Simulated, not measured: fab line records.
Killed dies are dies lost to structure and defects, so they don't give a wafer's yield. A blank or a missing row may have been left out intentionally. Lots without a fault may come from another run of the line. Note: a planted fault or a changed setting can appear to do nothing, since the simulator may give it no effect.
2 desks looking at one fault + flow sky130 + numbers are kept per desk, each desk with only its own; the story behind them comes last

THE TOOL OWNER'S DESK: hdpcvd-02
The tool's own readings at SKY_VIA4_HDPCVD_00 (deposits SiO2, target thk 1750 nm, time 291.7 s): means of the sampled wafers that have a number, for each lot that ran on this tool. A lot is out of limits, marked OUT, if its mean lies more than 4 standard deviations from the usual mean; the brackets give that distance.
Columns: A = pressure mtorr at SKY_VIA4_HDPCVD_00, usual 6.000 mTorr; B = sih4 flow sccm at SKY_VIA4_HDPCVD_00, usual 60.01 sccm
| lot  | first seen here | A     | B               |
|------|-----------------|-------|-----------------|
| L382 | day 42 20:32    | 6.012 | 60.12           |
| L385 | day 44 03:57    | 5.998 | 60.07           |
| L386 | day 44 05:04    | 6.000 | 60.05           |
| L389 | day 44 22:04    | 5.996 | 60.15           |
| L391 | day 45 11:43    | 5.990 | 60.02           |
| L390 | day 45 13:46    | 6.005 | 60.07           |
| L396 | day 47 03:06    | 5.998 | 56.09 (-24) OUT |
Finding of this desk: L396 out of limits; the first was L396 at day 47 03:06, on sih4 flow sccm at SKY_VIA4_HDPCVD_00. In limits: L382, L385, L386, L389, L391, L390.

THE METROLOGY DESK
What the gauges read, lot by lot, whatever tool the lot ran on: means of the sampled wafers that have a number. A lot is out of limits, marked OUT, if its mean lies more than 4 standard deviations from the usual mean; the brackets give that distance.
Columns: A = VIA4_HDPCVD_THK at SKY_VIA4_THK_MEAS_01, usual 1750 nm
| lot  | first seen here | A               |
|------|-----------------|-----------------|
| L379 | day 42 09:34    | 1755            |
| L380 | day 42 10:49    | 1778            |
| L382 | day 42 20:43    | 1726            |
| L384 | day 44 01:22    | 1748            |
| L385 | day 44 04:08    | 1748            |
| L386 | day 44 05:15    | 1737            |
| L389 | day 44 22:16    | 1755            |
| L391 | day 45 12:11    | 1763            |
| L390 | day 45 14:03    | 1777            |
| L396 | day 47 03:17    | 1633 (-5.6) OUT |
| L402 | day 47 22:19    | 1726            |
This desk reports L396 out of limits; the earliest was L396 at day 47 03:17 (VIA4_HDPCVD_THK at SKY_VIA4_THK_MEAS_01). In limits: L379, L380, L382, L384, L385, L386, L389, L391, L390, L402.

ALL TOGETHER
The tool owner's desk had the chance to raise an alarm at day 47 03:06 on L396.
At day 47 03:17 the metrology desk could have sounded an alarm, on L396.
All the named lots went through SKY_VIA4_HDPCVD_00 on hdpcvd-02.

WHAT HAD BEEN PUT IN BY THE SIMULATOR
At SKY_VIA4_HDPCVD_00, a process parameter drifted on hdpcvd-02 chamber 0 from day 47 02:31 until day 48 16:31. From 60, the setting sih4 flow sccm moved by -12. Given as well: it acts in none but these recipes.
Lots struck among those shown: L396.
Time in hours from fault onset to the first out-of-limits reading at each desk: tool owner's desk 1, metrology desk 1.
